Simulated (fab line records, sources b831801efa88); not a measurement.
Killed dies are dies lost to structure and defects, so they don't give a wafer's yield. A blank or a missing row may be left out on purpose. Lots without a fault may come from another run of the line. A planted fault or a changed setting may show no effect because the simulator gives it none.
fab line records | flow sky130
record lots=24 wafers=72 last_day=50
route steps=708 shown FIELD_ISO@28 VT_ADJUST_NCORE@129 LDD_P@263 SD_P@331 LI_CONTACT@384 CONTACT@424
lots that met no fault: from a run of the same line without faults
start_h: hours from the record's first day to the start of the lot's first wafer shown | wait_h: hours since the lot's step before | " the same as in the row above | L1.1+2: a row that stands for several wafers | - no value, or no start given | * or withheld: withheld | < > ~ a bound
route shown NAME@n: a module of which the file shows steps, and the number in the route of the first | usual: mean/standard deviation of fault-free wafers | same: alike in all rows | chamber/n: place in a boat | sites: the reading at each site | _std_site: their standard deviation | _edge_site: outer sites' mean less inner sites' | radius_mm: how far each site lies from the wafer's centre | mask NAME#n: copy n | behind: the tool/chamber that last shaped the wafer | hold: why the lot was held/for how many hours/how that ended | device: the transistor (n, p or np) that didn't switch | end of line: the same wafers' tests at the end of the route | a step without rows: its recipe alone | killed: dies lost to structure and defects at the first sort, not the wafer's yield | map: a wafer's dies, x killed, . not, _ none there
set.NAME: the setting as run; set.NAME@STEP: as run at that earlier step | model.NAME: the simulator's own value behind a step, which no gauge read
steps of the route over a sample of lots; a table a step, a row a wafer
services: from which hour (start_h, from the record's first day; less than 0 if before it) a tool's chamber was out of use, for how many hours, and why
## steps
# step SKY_FIELD_ISO_CMP_27
# recipe stop_on=Si3N4 t_overpolish_s=16 down_force_psi=4 platen_rpm=60 target_thk_nm=457.8 pad_velocity_m_s=0.94248
# usual head_pressure_psi=3.999/0.0085 motor_current_A=11.8/0.97 overpolish_run_s=16.000/0.0093 time_to_endpoint_s=111/3
# columns lot.wafer tool chamber start_h wait_h head_pressure_psi motor_current_A overpolish_run_s time_to_endpoint_s
L074.3 cmp-02 0 36.12 0.1 4.006 13.4 15.988 110
L074.1 " 1 " " 3.995 12.3 16.008 112
L074.4 " 2 " " 3.998 12.4 15.998 108
L075.4 cmp-02 1 37.72 0.1 4.002 12.8 15.995 107
L075.6 " 2 " " 4.022 12.4 15.992 110
L075.5 " 3 " " 4.000 10.3 15.995 112
L076.3 cmp-02 0 42.42 0.1 3.986 13.0 16.000 117
L076.5 " 2 " " 3.992 12.3 16.003 109
L076.6 " 3 " " 4.012 9.8 15.988 113
L077.1 cmp-01 0 48.99 0.0 4.007 11.5 15.986 111
L077.4 " 1 " " 3.994 12.3 16.001 113
L077.3 " 2 " " 3.987 11.0 16.007 112
L078.2 cmp-02 1 54.62 0.0 4.003 12.5 15.992 112
L078.4 " 2 " " 4.002 12.3 16.012 111
L078.3 " 0 " " 3.988 13.1 16.013 108
L079.3 cmp-02 3 59.69 0.1 3.998 10.2 15.993 109
L079.4 " 0 " " 3.998 13.5 15.997 113
L079.6 " 3 " " 4.004 10.0 16.005 113
L080.3 cmp-02 3 64.89 0.1 3.993 9.8 16.012 110
L080.1 " 0 " " 3.989 12.3 15.998 107
L080.6 " 2 " " 4.006 13.0 15.995 106
L081.3 cmp-02 1 72.03 0.1 4.001 13.5 15.993 109
L081.4 " 2 " " 4.015 12.3 16.011 110
L081.6 " 1 " " 4.001 13.1 15.999 113
L082.4 cmp-02 1 77.25 0.0 3.985 12.8 15.997 116
L082.5 " 1 " " 3.996 12.7 15.989 114
L082.6 " 2 " " 3.996 12.1 16.009 112
L083.1 cmp-02 1 82.57 0.0 3.998 13.2 16.013 111
L083.2 " 2 " " 4.000 12.8 16.007 107
L083.4 " 0 " " 3.981 13.0 15.998 112
L084.2 cmp-01 2 86.68 0.1 3.997 11.0 16.012 109
L084.6 " 1 " " 4.004 11.9 15.992 106
L084.5 " 2 " " 3.983 12.1 16.001 111
L085.1 cmp-01 0 90.31 0.1 4.000 11.6 15.997 112
L085.4 " 1 " " 3.997 12.0 15.994 106
L085.6 " 3 " " 4.013 11.5 16.004 106
L086.3 cmp-02 3 96.46 0.1 3.999 10.4 15.999 117
L086.4 " 2 " " 4.004 12.4 16.021 109
L086.6 " 0 " " 4.011 13.5 16.004 113
L087.4 cmp-02 0 101.94 0.1 4.008 13.7 16.013 114
L087.3 " 2 " " 4.010 11.7 15.980 109
L087.6 " 0 " " 4.006 12.5 16.016 114
L088.2 cmp-01 3 108.81 0.1 3.988 11.2 15.994 109
L088.4 " 0 " " 3.997 11.6 16.004 110
L088.6 " 3 " " 3.994 11.2 15.992 109
L089.3 cmp-01 2 111.02 0.1 3.981 11.4 15.992 113
L089.2 " 0 " " 4.005 11.5 16.001 109
L089.5 " 2 " " 3.993 11.1 16.001 113
L090.3 cmp-01 1 118.85 0.1 4.002 11.4 15.998 106
L090.5 " 2 " " 4.011 11.6 16.017 105
L090.6 " 3 " " 3.989 11.8 16.003 105
L091.1 cmp-02 3 121.60 0.1 3.995 9.6 16.017 110
L091.3 " 0 " " 3.995 12.7 15.999 105
L091.6 " 3 " " 4.002 10.4 15.998 112
L092.3 cmp-02 2 127.32 0.0 3.994 12.7 15.994 113
L092.1 " 0 " " 3.998 12.6 15.995 113
L092.5 " 2 " " 3.999 12.3 15.987 110
L093.2 cmp-01 2 131.47 0.1 4.006 11.5 16.009 113
L093.4 " 0 " " 4.010 11.7 16.001 115
L093.6 " 2 " " 3.987 11.0 16.003 112
L094.4 cmp-01 1 138.80 0.0 3.999 11.8 15.987 110
L094.1 " 2 " " 4.006 12.0 16.013 110
L094.6 " 1 " " 3.991 11.2 16.010 109
L095.2 cmp-01 3 143.97 0.0 3.994 11.9 15.994 110
L095.5 " 3 " " 3.998 12.0 15.998 112
L095.6 " 0 " " 3.984 11.6 16.009 109
L096.1 cmp-01 0 151.71 0.1 4.001 11.7 16.008 114
L096.3 " 1 " " 3.993 11.9 15.985 109
L096.4 " 2 " " 4.003 11.2 15.995 113
L097.4 cmp-01 0 154.47 0.0 4.004 10.8 16.012 110
L097.2 " 3 " " 4.010 11.2 15.990 113
L097.5 " 0 " " 4.008 11.5 16.007 111
# step SKY_VT_ADJUST_NCORE_STRIP_10
# recipe chemistry=O2/N2 power_w=1400 pressure_mtorr=1500 platen_temp_c=withheld o2_flow_sccm=3000 n2_flow_sccm=300 overash_fraction=0.5
# usual drypump_motor_current_A=5.8/0.3 oes_product_au=0.716/0.004 strip_time_to_endpoint_s=14.18/0.042
# columns lot.wafer tool chamber start_h wait_h drypump_motor_current_A oes_product_au rf_hours_counter_h strip_time_to_endpoint_s
L074.1 plasma_asher-01 0 180.53 0.1 6.5 0.712 49 14.22
L074.3 " 1 " " 6.0 0.718 - 14.20
L074.4 " 0 " " 6.5 0.720 - 14.20
L075.4 plasma_asher-01 1 181.82 0.1 6.0 0.720 - 14.13
L075.5 " 0 " " 6.5 0.710 - 14.13
L075.6 " 1 " " 6.0 0.716 - 14.07
L076.3 plasma_asher-04 0 195.75 0.1 5.8 0.716 - 14.14
L076.5 " 1 " " 5.5 0.710 - 14.15
L076.6 " 0 " " 5.8 0.719 - 14.17
L077.1 plasma_asher-03 1 198.57 0.1 5.7 0.718 33 14.20
L077.3 " 0 " " 5.7 0.710 - 14.17
L077.4 " 1 " " 5.7 0.713 - 14.20
L078.2 plasma_asher-03 1 206.85 0.1 5.6 0.715 34 14.19
L078.3 " 0 " " 5.7 0.722 - 14.21
L078.4 " 1 " " 5.7 0.713 - 14.17
L079.3 plasma_asher-03 1 217.50 0.1 5.7 0.709 - 14.22
L079.4 " 0 " " 5.7 0.721 - 14.24
L079.6 " 1 " " 5.7 0.715 - 14.27
L080.1 plasma_asher-04 1 222.55 0.1 5.6 0.716 10 14.20
L080.3 " 0 " " 5.8 0.720 - 14.19
L080.6 " 0 " " 5.8 0.718 - 14.25
L081.3 plasma_asher-03 1 233.65 0.1 5.7 0.716 - 14.15
L081.4 " 0 " " 5.7 0.716 - 14.20
L081.6 " 0 " " 5.7 0.720 - 14.18
L082.4 plasma_asher-04 0 240.38 0.1 5.8 0.718 - 14.19
L082.5 " 0 " " 5.8 0.711 - 14.18
L082.6 " 1 " " 5.5 0.718 - 14.20
L083.1 plasma_asher-03 0 247.18 0.1 5.7 0.718 38 14.19
L083.2 " 1 " " 5.7 0.707 38 14.16
L083.4 " 0 " " 5.7 0.717 - 14.18
L084.2 plasma_asher-01 1 252.82 0.1 6.0 0.716 56 14.19
L084.5 " 1 " " 6.0 0.714 - 14.16
L084.6 " 0 " " 6.5 0.714 - 14.15
L085.1 plasma_asher-04 0 256.70 0.1 5.8 0.720 13 14.19
L085.4 " 1 " " 5.5 0.719 - 14.18
L085.6 " 1 " " 5.5 0.721 - 14.18
L086.3 plasma_asher-03 0 267.03 0.1 5.6 0.708 - 14.21
L086.4 " 1 " " 5.7 0.723 - 14.25
L086.6 " 0 " " 5.6 0.722 - 14.24
L087.3 plasma_asher-03 1 276.86 0.2 5.6 0.722 - 14.25
L087.4 " 0 " " 5.6 0.709 - 14.25
L087.6 " 0 " " 5.6 0.713 - 14.26
L088.2 plasma_asher-04 0 286.10 0.1 5.9 0.719 16 14.19
L088.4 " 1 " " 5.5 0.716 - 14.21
L088.6 " 1 " " 5.5 0.712 - 14.25
L089.2 plasma_asher-01 1 288.28 0.1 6.0 0.717 60 14.13
L089.3 " 0 " " 6.5 0.717 - 14.20
L089.5 " 1 " " 6.0 0.713 - 14.16
L090.3 plasma_asher-04 1 298.31 0.1 5.5 0.719 - 14.12
L090.5 " 1 " " 5.5 0.714 - 14.10
L090.6 " 0 " " 5.9 0.712 - 14.12
L091.1 plasma_asher-04 1 302.85 0.1 5.5 0.720 18 14.24
L091.3 " 1 " " 5.5 0.715 - 14.18
L091.6 " 1 " " 5.5 0.718 - 14.19
L092.1 plasma_asher-04 1 309.28 0.1 5.6 0.722 18 14.22
L092.3 " 1 " " 5.5 0.714 - 14.19
L092.5 " 1 " " 5.5 0.718 - 14.19
L093.2 plasma_asher-04 0 316.35 0.1 5.9 0.716 19 14.17
L093.4 " 0 " " 5.9 0.705 - 14.17
L093.6 " 0 " " 5.9 0.716 - 14.17
L094.1 plasma_asher-03 0 325.40 0.1 5.7 0.713 45 14.20
L094.4 " 0 " " 5.7 0.718 - 14.17
L094.6 " 0 " " 5.7 0.716 - 14.21
L095.2 plasma_asher-03 1 333.15 0.1 5.7 0.718 46 14.19
L095.5 " 1 " " 5.7 0.718 - 14.17
L095.6 " 0 " " 5.7 0.711 - 14.18
L097.2 plasma_asher-01 0 348.30 0.1 6.5 0.716 66 14.21
L097.4 " 1 " " 6.0 0.709 - 14.18
L097.5 " 1 " " 6.0 0.719 - 14.21
L096.1 plasma_asher-01 0 348.83 0.1 6.5 0.715 66 14.11
L096.3 " 1 " " 6.0 0.718 - 14.14
L096.4 " 0 " " 6.5 0.722 - 14.16
# step SKY_LDD_P_OVL_MEAS_08
# usual LDD_P_OVL=0.6/1.5
# columns lot.wafer tool chamber start_h wait_h LDD_P_OVL[nm]
L074.1 overlay-01 - 433.74 0.1 -1.1
L074.3 " - " " -0.4
L074.4 " - " " 0.1
L075.4 overlay-02 - 434.36 0.1 1.6
L075.5 " - " " 1.1
L075.6 " - " " -0.4
L076.3 overlay-01 - 445.97 0.1 -2.2
L076.5 " - " " -1.6
L076.6 " - " " -1.7
L077.1 overlay-02 - 452.59 0.1 1.3
L077.3 " - " " 0.5
L077.4 " - " " 0.8
L078.2 overlay-02 - 462.52 0.1 -2.1
L078.3 " - " " -2.0
L078.4 " - " " -2.2
L079.3 overlay-02 - 480.55 0.1 3.9
L079.4 " - " " 2.0
L079.6 " - " " 2.2
L080.1 overlay-01 - 486.29 0.1 -0.4
L080.3 " - " " 0.4
L080.6 " - " " 0.2
L081.3 overlay-01 - 501.96 0.1 1.7
L081.4 " - " " 1.8
L081.6 " - " " 0.7
L082.4 overlay-02 - 505.36 0.1 0.0
L082.5 " - " " 1.9
L082.6 " - " " 1.7
L083.1 overlay-02 - 518.16 0.1 -1.0
L083.2 " - " " -1.5
L083.4 " - " " -0.6
L085.1 overlay-01 - 530.26 0.1 1.7
L085.4 " - " " 0.2
L085.6 " - " " 2.4
L084.2 overlay-02 - 531.24 0.1 -1.1
L084.5 " - " " 3.2
L084.6 " - " " 1.0
L086.3 overlay-02 - 538.36 0.1 1.2
L086.4 " - " " 1.5
L086.6 " - " " 1.6
L087.3 overlay-01 - 555.62 0.1 0.0
L087.4 " - " " 0.5
L087.6 " - " " 0.3
L088.2 overlay-01 - 562.07 0.1 0.6
L088.4 " - " " 1.3
L088.6 " - " " 1.9
L089.2 overlay-02 - 564.72 0.1 -0.6
L089.3 " - " " 0.2
L089.5 " - " " -1.7
L090.3 overlay-02 - 576.70 0.1 0.9
L090.5 " - " " 1.8
L090.6 " - " " 0.2
L091.1 overlay-02 - 583.64 0.1 0.2
L091.3 " - " " 0.8
L091.6 " - " " 0.1
L092.1 overlay-01 - 592.29 0.1 -1.4
L092.3 " - " " 0.0
L092.5 " - " " -2.2
L093.2 overlay-01 - 597.19 0.1 1.6
L093.4 " - " " 0.5
L093.6 " - " " -0.6
L094.1 overlay-02 - 606.94 0.1 4.9
L094.4 " - " " 3.4
L094.6 " - " " 2.2
L095.2 overlay-02 - 616.74 0.1 -0.4
L095.5 " - " " -0.9
L095.6 " - " " -0.9
L096.1 overlay-02 - 647.04 0.1 1.2
L096.3 " - " " 2.7
L096.4 " - " " 0.6
L097.2 overlay-02 - 647.62 0.1 1.1
L097.4 " - " " 2.4
L097.5 " - " " 1.9
# step SKY_SD_P_TW_MEAS_11
# usual SD_P_TW=2853/34
# columns lot.wafer tool chamber start_h wait_h SD_P_TW
L074.1 film_metro-02 - 586.32 0.1 2807
L074.3 " - " " 2791
L074.4 " - " " 2798
L075.4 film_metro-04 - 587.98 0.1 2894
L075.5 " - " " 2894
L075.6 " - " " 2893
L076.3 film_metro-02 - 616.44 0.1 2824
L076.5 " - " " 2809
L076.6 " - " " 2829
L077.1 film_metro-04 - 616.72 0.1 2877
L077.3 " - " " 2881
L077.4 " - " " 2901
L078.2 film_metro-03 - 616.78 0.1 2825
L078.3 " - " " 2831
L078.4 " - " " 2838
L079.3 film_metro-04 - 629.62 0.1 2883
L079.4 " - " " 2875
L079.6 " - " " 2871
L080.1 film_metro-02 - 637.90 0.1 2793
L080.3 " - " " 2803
L080.6 " - " " 2794
L081.3 film_metro-04 - 651.84 0.1 2875
L081.4 " - " " 2869
L081.6 " - " " 2871
L082.4 film_metro-04 - 654.63 0.1 2865
L082.5 " - " " 2875
L082.6 " - " " 2858
L083.1 film_metro-03 - 668.10 0.1 2853
L083.2 " - " " 2850
L083.4 " - " " 2851
L085.1 film_metro-03 - 679.05 0.1 2827
L085.4 " - " " 2849
L085.6 " - " " 2831
L084.2 film_metro-04 - 679.36 0.1 2911
L084.5 " - " " 2889
L084.6 " - " " 2897
L086.3 film_metro-03 - 685.09 0.1 2836
L086.4 " - " " 2840
L086.6 " - " " 2847
L087.3 film_metro-03 - 704.47 0.1 2839
L087.4 " - " " 2839
L087.6 " - " " 2841
L088.2 film_metro-03 - 711.58 0.1 2871
L088.4 " - " " 2833
L088.6 " - " " 2852
L089.2 film_metro-04 - 725.18 0.1 2906
L089.3 " - " " 2888
L089.5 " - " " 2908
L090.3 film_metro-02 - 725.39 0.1 2806
L090.5 " - " " 2805
L090.6 " - " " 2802
L091.1 film_metro-03 - 732.20 0.1 2821
L091.3 " - " " 2832
L091.6 " - " " 2827
L092.1 film_metro-04 - 738.40 0.1 2896
L092.3 " - " " 2913
L092.5 " - " " 2917
L093.2 film_metro-03 - 743.13 0.1 2831
L093.4 " - " " 2833
L093.6 " - " " 2833
L094.1 film_metro-04 - 751.57 0.1 2891
L094.4 " - " " 2886
L094.6 " - " " 2897
L095.2 film_metro-02 - 760.56 0.1 2816
L095.5 " - " " 2820
L095.6 " - " " 2807
L096.1 film_metro-03 - 789.67 0.1 2838
L096.3 " - " " 2830
L096.4 " - " " 2854
L097.2 film_metro-04 - 789.98 0.1 2867
L097.4 " - " " 2886
L097.5 " - " " 2874
# step SKY_LI_CONTACT_RS_MEAS_22
# recipe thk_meas_gauge=four-point-probe reads=W_of_LI_CONTACT_CVD_21+TiN_of_LI_CONTACT_SPUTTER_20+Ti_of_LI_CONTACT_SPUTTER_19
# usual LI_CONTACT_W_RS=0.2861/0.0029
# columns lot.wafer tool chamber start_h wait_h LI_CONTACT_W_RS[ohm/sq]
L074.1 film_metro-03 - 675.48 0.1 0.2898
L074.3 " - " " 0.2903
L074.4 " - " " 0.2833
L075.4 film_metro-04 - 677.44 0.1 0.2875
L075.5 " - " " 0.2841
L075.6 " - " " 0.2825
L076.3 film_metro-02 - 705.37 0.1 0.2863
L076.5 " - " " 0.2871
L076.6 " - " " 0.2849
L077.1 film_metro-03 - 705.45 0.1 0.2840
L077.3 " - " " 0.2830
L077.4 " - " " 0.2809
L078.2 film_metro-04 - 706.59 0.2 0.2833
L078.3 " - " " 0.2861
L078.4 " - " " 0.2785
L079.3 film_metro-04 - 718.43 0.1 0.2881
L079.4 " - " " 0.2889
L079.6 " - " " 0.2862
L080.1 film_metro-02 - 725.88 0.1 0.2871
L080.3 " - " " 0.2865
L080.6 " - " " 0.2877
L081.3 film_metro-02 - 739.00 0.1 0.2870
L081.4 " - " " 0.2883
L081.6 " - " " 0.2877
L082.4 film_metro-02 - 741.52 0.1 0.2855
L082.5 " - " " 0.2853
L082.6 " - " " 0.2838
L083.1 film_metro-04 - 755.56 0.1 0.2832
L083.2 " - " " 0.2872
L083.4 " - " " 0.2832
L085.1 film_metro-03 - 764.51 0.1 0.2859
L085.4 " - " " 0.2828
L085.6 " - " " 0.2829
L084.2 film_metro-03 - 765.77 0.1 0.2899
L084.5 " - " " 0.2884
L084.6 " - " " 0.2902
L086.3 film_metro-02 - 771.12 0.1 0.2902
L086.4 " - " " 0.2947
L086.6 " - " " 0.2895
L087.3 film_metro-03 - 788.95 0.1 0.2865
L087.4 " - " " 0.2907
L087.6 " - " " 0.2906
L088.2 film_metro-02 - 796.20 0.1 0.2895
L088.4 " - " " 0.2817
L088.6 " - " " 0.2846
L089.2 film_metro-02 - 808.30 0.1 0.2833
L089.3 " - " " 0.2834
L089.5 " - " " 0.2837
L090.3 film_metro-04 - 808.32 0.1 0.2884
L090.5 " - " " 0.2860
L090.6 " - " " 0.2873
L091.1 film_metro-03 - 814.38 0.1 0.2865
L091.3 " - " " 0.2840
L091.6 " - " " 0.2856
L092.1 film_metro-02 - 820.36 0.1 0.2836
L092.3 " - " " 0.2860
L092.5 " - " " 0.2844
L093.2 film_metro-04 - 825.03 0.1 0.2863
L093.4 " - " " 0.2891
L093.6 " - " " 0.2865
L094.1 film_metro-02 - 831.83 0.1 0.2835
L094.4 " - " " 0.2848
L094.6 " - " " 0.2834
L095.2 film_metro-03 - 841.15 0.1 0.2835
L095.5 " - " " 0.2798
L095.6 " - " " 0.2839
L096.1 film_metro-04 - 870.11 0.1 0.2851
L096.3 " - " " 0.2872
L096.4 " - " " 0.2833
L097.2 film_metro-02 - 871.14 0.1 0.2849
L097.4 " - " " 0.2799
L097.5 " - " " 0.2852
# step SKY_CONTACT_ETCH_18
# recipe target=Si3N4 chemistry=CHF3/O2 stop_on=TiN source_w=600 bias_w=200 pressure_mtorr=40 chf3_flow_sccm=50 O2_flow_sccm=5 time_s=39 target_depth_a=750
# usual drypump_motor_current_A=5.6/0.53 oes_product_au=0.853/0.008 throttle_valve_pct=8.792/0.009
# columns lot.wafer tool chamber start_h wait_h drypump_motor_current_A oes_product_au rf_hours_counter_h throttle_valve_pct
L074.1 rie_diel-04 1 - - 5.9 0.849 7 8.787
L074.3 " 0 " " 5.5 0.850 6 8.789
L074.4 " 2 " " 4.9 0.860 13 8.793
L075.4 rie_diel-04 0 - - 5.5 0.861 6 8.784
L075.5 " 2 " " 4.9 0.861 - 8.791
L075.6 " 1 " " 5.9 0.853 - 8.793
L076.3 rie_diel-03 3 - - 5.8 0.857 2 8.792
L076.5 " 1 " " 6.5 0.862 - 8.795
L076.6 " 2 " " 5.4 0.867 - 8.800
L077.1 rie_diel-02 2 - - 5.9 0.868 1 8.789
L077.3 " 1 " " 6.7 0.854 11 8.796
L077.4 " 3 " " 6.0 0.871 14 8.777
L078.2 rie_diel-02 3 - - 6.0 0.843 15 8.783
L078.3 " 1 " " 6.7 0.853 11 8.779
L078.4 " 2 " " 5.9 0.855 1 8.798
L079.3 rie_diel-04 0 - - 5.5 0.844 7 8.798
L079.4 " 2 " " 4.8 0.848 15 8.796
L079.6 " 1 " " 5.9 0.848 - 8.799
L080.1 rie_diel-04 2 - - 4.9 0.847 15 8.803
L080.3 " 1 " " 5.9 0.837 8 8.791
L080.6 " 2 " " 4.9 0.860 - 8.792
L081.3 rie_diel-04 0 - - 5.5 0.853 8 8.785
L081.4 " 2 " " 4.9 0.869 15 8.784
L081.6 " 0 " " 5.5 0.866 - 8.789
L082.4 rie_diel-03 1 - - 6.5 0.857 6 8.799
L082.5 " 0 " " 5.0 0.848 - 8.788
L082.6 " 1 " " 6.5 0.848 - 8.783
L083.1 rie_diel-02 0 - - 5.4 0.851 15 8.789
L083.2 " 3 " " 6.0 0.842 16 8.793
L083.4 " 2 " " 5.9 0.855 3 8.790
L085.1 rie_diel-03 3 - - 5.8 0.859 4 8.784
L085.4 " 0 " " 5.0 0.851 1 8.791
L085.6 " 0 " " 5.0 0.862 - 8.786
L084.2 rie_diel-02 0 - - 5.5 0.852 15 8.766
L084.5 " 3 " " 5.9 0.861 - 8.787
L084.6 " 0 " " 5.4 0.859 - 8.799
L086.3 rie_diel-03 3 - - 5.8 0.835 4 8.784
L086.4 " 1 " " 6.5 0.841 - 8.798
L086.6 " 0 " " 5.0 0.838 - 8.792
L087.3 rie_diel-04 1 - - 5.9 0.858 10 8.786
L087.4 " 0 " " 5.5 0.864 10 8.804
L087.6 " 0 " " 5.5 0.856 - 8.798
L088.2 rie_diel-04 0 - - 5.5 0.837 10 8.782
L088.4 " 1 " " 5.9 0.860 11 8.781
L088.6 " 1 " " 5.9 0.845 - 8.798
L089.2 rie_diel-02 2 - - 5.9 0.838 4 8.792
L089.3 " 3 " " 6.0 0.863 17 8.788
L089.5 " 3 " " 6.0 0.857 - 8.783
L090.3 rie_diel-04 0 - - 5.5 0.867 10 8.809
L090.5 " 1 " " 5.9 0.866 - 8.791
L090.6 " 0 " " 5.5 0.861 - 8.790
L091.1 rie_diel-02 2 - - 5.9 0.841 4 8.812
L091.3 " 3 " " 6.0 0.856 17 8.801
L091.6 " 3 " " 6.0 0.858 - 8.792
L092.1 rie_diel-02 1 - - 6.7 0.860 14 8.784
L092.3 " 3 " " 6.0 0.846 18 8.797
L092.5 " 3 " " 6.0 0.859 - 8.800
L093.2 rie_diel-04 3 - - 5.1 0.851 6 8.796
L093.4 " 0 " " 5.5 0.855 11 8.787
L093.6 " 1 " " 5.9 0.863 - 8.794
L094.1 rie_diel-04 1 - - 5.9 0.840 12 8.794
L094.4 " 3 " " 5.1 0.856 6 8.793
L094.6 " 3 " " 5.1 0.854 - 8.787
L095.2 rie_diel-03 1 - - 6.5 0.843 10 8.783
L095.5 " 1 " " 6.5 0.862 - 8.794
L095.6 " 0 " " 5.0 0.862 - 8.787
L096.1 rie_diel-03 2 - - 5.4 0.846 11 8.788
L096.3 " 0 " " 5.0 0.848 5 8.779
L096.4 " 0 " " 5.0 0.855 - 8.781
L097.2 rie_diel-04 0 - - 5.5 0.840 12 8.795
L097.4 " 1 " " 5.9 0.843 13 8.787
L097.5 " 2 " " 4.9 0.863 - 8.801
## services
# columns tool chamber start_h hours kind
cmp-01 - 42.45 0.9 repair
cmp-01 - 64.17 4.0 pm
rie_diel-04 2 93.11 4.1 repair
rie_diel-04 2 101.83 4.1 repair
cmp-02 - 104.83 5.3 pm
rie_diel-04 1 105.29 2.8 repair
cmp-02 - 110.12 6.2 pm
rie_diel-04 3 121.75 4.4 repair
cmp-02 - 138.19 1.1 repair
cmp-02 - 169.07 1.0 repair
cmp-02 - 226.67 0.3 repair
cmp-02 - 232.05 4.0 pm
cmp-02 - 430.63 1.8 repair
cmp-02 - 475.74 3.6 pm
cmp-02 - 572.05 4.0 pm
cmp-02 - 588.81 1.0 repair
cmp-02 - 595.64 2.8 repair
cmp-02 - 760.87 7.6 pm
cmp-02 - 777.06 0.4 repair
cmp-02 - 787.01 1.3 repair
cmp-02 - 844.74 3.4 pm
cmp-02 - 852.67 2.3 repair
cmp-02 - 861.98 1.3 repair
cmp-02 - 912.14 4.0 pm
## key
fault none
